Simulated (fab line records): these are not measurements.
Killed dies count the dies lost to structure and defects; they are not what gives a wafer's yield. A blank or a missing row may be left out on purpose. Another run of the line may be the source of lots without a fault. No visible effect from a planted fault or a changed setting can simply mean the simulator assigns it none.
Which tool is to blame? | flow gf180mcu | 13 lots with 39 wafers sampled at 5 steps, on a route of 602 steps

== WHAT EACH GAUGE READ, for each wafer ==
GF_VT_IMPLANT_RS_MEAS_48: a four-point-probe measurement.
lot  | measured     | on            | LVPWELL_RS (ohm/sq)
L760 | day 7 01:29  | film metro-03 | 1197.5 1197.4 1196.5
L763 | day 7 22:18  | film metro-03 | 1199.8 1197.7 1201.7
L764 | day 8 06:24  | film metro-03 | 1194.5 1193.1 1198.3
L767 | day 10 13:56 | film metro-02 | 1195.1 1191.6 1194.8
L769 | day 10 15:13 | film metro-02 | 1198.3 1197.6 1193.1
L768 | day 10 16:01 | film metro-04 | 1201.2 1196.4 1196.2
L771 | day 10 18:25 | film metro-02 | 1196.6 1197.4 1194.7
L776 | day 12 09:17 | film metro-04 | 1195.6 1193.9 1199.8
L777 | day 12 19:31 | film metro-04 | 1198.1 1196.4 1193.8
L778 | day 13 01:43 | film metro-03 | 1191.1 1193.1 1196.2
L779 | day 13 05:23 | film metro-02 | 1194.9 1193.2 1191.2
L780 | day 13 12:59 | film metro-03 | 1194.5 1193.7 1191.5
L782 | day 14 04:32 | film metro-04 | 1195.8 1194.8 1199.4

GF_HV_LDD_CD_MEAS_07 targets a cd of 400 nm.
lot  | measured     | on        | cd nm (nm)
L760 | day 9 13:08  | cd sem-01 | 402.3 402.7 401.9
L763 | day 10 12:13 | cd sem-02 | 402.1 403.0 404.1
L764 | day 10 20:01 | cd sem-01 | 399.2 401.3 401.1
L767 | day 13 07:23 | cd sem-01 | 398.2 398.8 399.1
L769 | day 13 07:46 | cd sem-02 | 397.5 394.5 396.9
L768 | day 13 10:00 | cd sem-01 | 398.9 399.2 403.6
L771 | day 13 11:44 | cd sem-02 | 401.7 402.4 399.8
L776 | day 15 15:25 | cd sem-02 | 398.8 401.3 401.0
L777 | day 15 23:39 | cd sem-01 | 399.9 399.3 397.8
L778 | day 16 16:10 | cd sem-02 | 400.2 397.4 401.1
L779 | day 16 15:29 | cd sem-02 | 395.1 399.1 397.3
L780 | day 17 00:28 | cd sem-02 | 402.1 400.3 401.0
L782 | day 17 13:19 | cd sem-01 | 401.8 403.5 404.8

GF_PSD_RS_MEAS_14: a four-point-probe measurement.
lot  | measured     | on            | NSD_RS (ohm/sq)
L760 | day 13 16:53 | film metro-01 | 46.20 46.28 46.17
L763 | day 14 18:15 | film metro-01 | 46.17 46.01 46.14
L764 | day 15 02:54 | film metro-01 | 46.27 46.15 46.20
L767 | day 17 23:58 | film metro-01 | 46.19 46.14 46.20
L769 | day 18 00:02 | film metro-04 | 46.02 44.37 44.36
L768 | day 18 03:45 | film metro-04 | 44.17 46.05 46.11
L771 | day 18 05:29 | film metro-04 | 46.05 44.39 46.14
L776 | day 20 15:45 | film metro-01 | 46.27 46.25 46.16
L777 | day 21 03:53 | film metro-04 | 46.15 46.07 46.15
L778 | day 21 22:15 | film metro-04 | 46.18 46.05 46.08
L779 | day 21 20:37 | film metro-02 | 46.20 46.27 46.12
L780 | day 22 06:36 | film metro-01 | 46.13 46.13 46.14
L782 | day 22 19:32 | film metro-02 | 46.23 46.07 46.16

GF_PSD_RS_MEAS_15: a four-point-probe measurement.
lot  | measured     | on            | PSD_RS (ohm/sq)
L760 | day 13 17:01 | film metro-01 | 108.86 108.99 108.97
L763 | day 14 18:22 | film metro-01 | 107.92 108.58 108.15
L764 | day 15 03:01 | film metro-01 | 109.06 109.01 109.06
L767 | day 18 00:05 | film metro-01 | 108.92 108.49 108.86
L769 | day 18 00:10 | film metro-04 | 108.21 104.50 104.70
L768 | day 18 03:52 | film metro-04 | 104.53 108.15 108.54
L771 | day 18 05:37 | film metro-04 | 108.32 104.28 108.30
L776 | day 20 15:52 | film metro-01 | 108.75 108.81 108.87
L777 | day 21 04:00 | film metro-04 | 108.20 108.53 108.37
L778 | day 21 22:22 | film metro-04 | 108.54 108.61 108.54
L779 | day 21 20:44 | film metro-02 | 108.93 108.57 108.73
L780 | day 22 06:43 | film metro-01 | 108.75 108.69 108.82
L782 | day 22 19:40 | film metro-02 | 108.42 108.49 108.17

== TOOL THAT RAN EACH LOT (tool first, then ch and the chambers of the sampled wafers, then the start) ==
lot  | GF_PSD_RTA_13
L760 | rtp anneal-02 ch 0, day 13 16:48
L763 | rtp anneal-01 ch 0, day 14 18:10
L764 | rtp anneal-02 ch 0, day 15 02:49
L767 | rtp anneal-01 ch 0, day 17 23:52
L769 | rtp anneal-02 ch 0, day 17 23:53
L768 | rtp anneal-02 ch 0, day 18 03:35
L771 | rtp anneal-02 ch 0, day 18 05:24
L776 | rtp anneal-02 ch 0, day 20 15:40
L777 | rtp anneal-02 ch 0, day 21 03:48
L778 | rtp anneal-01 ch 0, day 21 22:10
L779 | rtp anneal-02 ch 0, day 21 20:32
L780 | rtp anneal-01 ch 0, day 22 06:31
L782 | rtp anneal-02 ch 0, day 22 19:27
- GF_PSD_RTA_13: time 20 s.

== WHAT THE TOOLS THEMSELVES READ (means of the sampled wafers that have a number; where no wafer has one, the mark that the record gives instead) ==
GF_PSD_RTA_13.
lot  | tool          | lamp power pct (%) | run length s (s) | wafer_temp_C_max
L760 | rtp anneal-02 | 30                 | 48.4             | 1029.0
L763 | rtp anneal-01 | 39                 | 48.7             | 1029.8
L764 | rtp anneal-02 | 30                 | 48.2             | 1029.7
L767 | rtp anneal-01 | 39                 | 48.6             | 1030.3
L769 | rtp anneal-02 | 30                 | 55.7             | 1029.4
L768 | rtp anneal-02 | 30                 | 53.4             | 1028.1
L771 | rtp anneal-02 | 30                 | 50.8             | 1029.0
L776 | rtp anneal-02 | 30                 | 48.3             | 1028.5
L777 | rtp anneal-02 | 30                 | 48.3             | 1029.3
L778 | rtp anneal-01 | 39                 | 48.8             | 1029.4
L779 | rtp anneal-02 | 30                 | 48.2             | 1028.8
L780 | rtp anneal-01 | 39                 | 48.5             | 1029.2
L782 | rtp anneal-02 | 30                 | 48.4             | 1029.2

== THE ANSWER, worked out from the rows above alone ==
Rule: the usual values come from the lots themselves. Put in order of their means at a reading, lots are off if they are a third of the lots or fewer, leave a main group of 4 or more, and stand apart from it by a gap of 3 or more times the standard deviation of the main group's means; of several such gaps the widest counts. If all means in a main group match to the digits the tables above print for the reading, that group is not used. Also off: a lot with no number at a reading for which 4 or more lots have one. All remaining lots with rows at the step are treated as sound. After the gauges, taken in route order, come the tools' own readings; for these a lot's mean is taken, as printed above. The first step at which some lot is off is used, and at that step the reading that is off furthest; a lot without a number counts as furthest.
Off: at GF_PSD_RS_MEAS_14 (NSD_RS), L769, L768, L771. The main group: mean 46.16 ohm/sq, standard deviation 0.044.
If a tool, at a process step before that reading, ran all the lots that are off and no sound lot after the first of them, it fits. Not tried: the gauges at GF_PSD_RS_MEAS_14; whatever is off there is also off at GF_PSD_RTA_13, on other tools, and gauge error can't account for it. None of those tried fits.

== WHAT THE SIMULATOR HAD PUT IN ==
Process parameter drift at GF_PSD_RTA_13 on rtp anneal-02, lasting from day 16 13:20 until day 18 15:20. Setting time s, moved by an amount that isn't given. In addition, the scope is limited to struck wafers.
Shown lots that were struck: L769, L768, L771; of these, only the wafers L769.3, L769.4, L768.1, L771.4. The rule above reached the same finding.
